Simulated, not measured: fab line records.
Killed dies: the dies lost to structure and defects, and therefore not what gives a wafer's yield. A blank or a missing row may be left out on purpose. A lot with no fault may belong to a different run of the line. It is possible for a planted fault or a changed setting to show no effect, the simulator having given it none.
Split-lot experiment | flow sfqLine | on a route of 325 steps: 5 lots, 23 wafers read

## ABOUT THE SPLIT
At SFQ_TRILAYER_M1_LITHO_PEB_042 (peb time 60 s), the setting pebTempC was moved away from the recipe's 115 C on 10 of the 23 wafers read, by -3.0% to +3.1%. This setting was run at the recipe's value on the other wafers.

## BETWEEN THE SPLIT AND THE READING: the file shows 1 step in between
- SFQ_TRILAYER_M1_LITHO_DEVELOP_041: time 60 s

## THE READING
M1.cdNm (the simulator's own value, which no gauge read), in nm, at SFQ_TRILAYER_M1_BARC_OPEN_METAL_ETCH_054 (etches BARC in O2, target depth 125 nm, time 41.7 s). No usual value for it is given in the file. The 13 wafers here that ran the recipe average 500.5 nm, standard deviation 1.3 nm.

wafer  | tool, chamber at the split | pebTempC as run, C | against the recipe | M1.cdNm, nm | against lot-mates on the recipe
L074.2 | lithoTrack-02, 0           | 115                | recipe             | 501.1       | -
L074.3 | lithoTrack-02, 0           | 112.7              | -2.0%              | 546.6       | +46.6
L074.4 | lithoTrack-02, 0           | 115                | recipe             | 499.9       | -
L074.5 | lithoTrack-02, 0           | 115                | recipe             | 498.9       | -
L074.6 | lithoTrack-02, 0           | 112.7              | -2.0%              | 545.9       | +45.9
L079.1 | lithoTrack-02, 0           | 115                | recipe             | 501.6       | -
L079.3 | lithoTrack-02, 0           | 115                | recipe             | 502.5       | -
L079.6 | lithoTrack-02, 0           | 115                | recipe             | 501.1       | -
L081.1 | lithoTrack-03, 0           | 115                | recipe             | 501.5       | -
L081.2 | lithoTrack-03, 0           | 115                | recipe             | 500.6       | -
L081.3 | lithoTrack-03, 0           | 114                | -0.9%              | 518.7       | +17.7
L081.4 | lithoTrack-03, 0           | 114                | -0.9%              | 518.8       | +17.7
L081.6 | lithoTrack-03, 0           | 114                | -0.9%              | 519.7       | +18.7
L084.1 | lithoTrack-04, 0           | 118.6              | +3.1%              | 443.1       | -56.4
L084.3 | lithoTrack-04, 0           | 115                | recipe             | 498.9       | -
L084.4 | lithoTrack-04, 0           | 118.6              | +3.1%              | 440.6       | -58.9
L084.5 | lithoTrack-04, 0           | 118.6              | +3.1%              | 442.3       | -57.2
L084.6 | lithoTrack-04, 0           | 115                | recipe             | 500.2       | -
L085.2 | lithoTrack-04, 0           | 115                | recipe             | 497.7       | -
L085.3 | lithoTrack-04, 0           | 115                | recipe             | 500.1       | -
L085.4 | lithoTrack-04, 0           | 115                | recipe             | 502.1       | -
L085.5 | lithoTrack-04, 0           | 111.6              | -3.0%              | 571.5       | +71.5
L085.6 | lithoTrack-04, 0           | 111.6              | -3.0%              | 570.9       | +70.9

FIT RESULTS
A straight line over all 23 wafers: M1.cdNm changes by -20.9 nm for each +1% of pebTempC; r = -0.99; the points scatter about the line by 3.5 nm.
The same after taking each lot's own level away (the mean of its wafers on the recipe; 23 wafers): -20.8 nm for each +1%; r = -0.99; scatter 3.8 nm.
Per that fit: largest pebTempC move, reading shift of 65 nm.
The lots' own levels span 499.55 to 501.73 nm, that is 1.6 times the standard deviation above.
Consequently the slope shifts little with the lot-to-lot level, the two slopes agreeing.
Check: -64.7 nm against its lot-mates is what the line predicts for one of the wafers moved furthest among these (+3.1%) when that wafer is left out of the fit. Against them it came out at -56.4 nm.

## FILE'S OWN FIT
M1.cdNm changes by -21.4 nm for each +1% of pebTempC, r = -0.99.
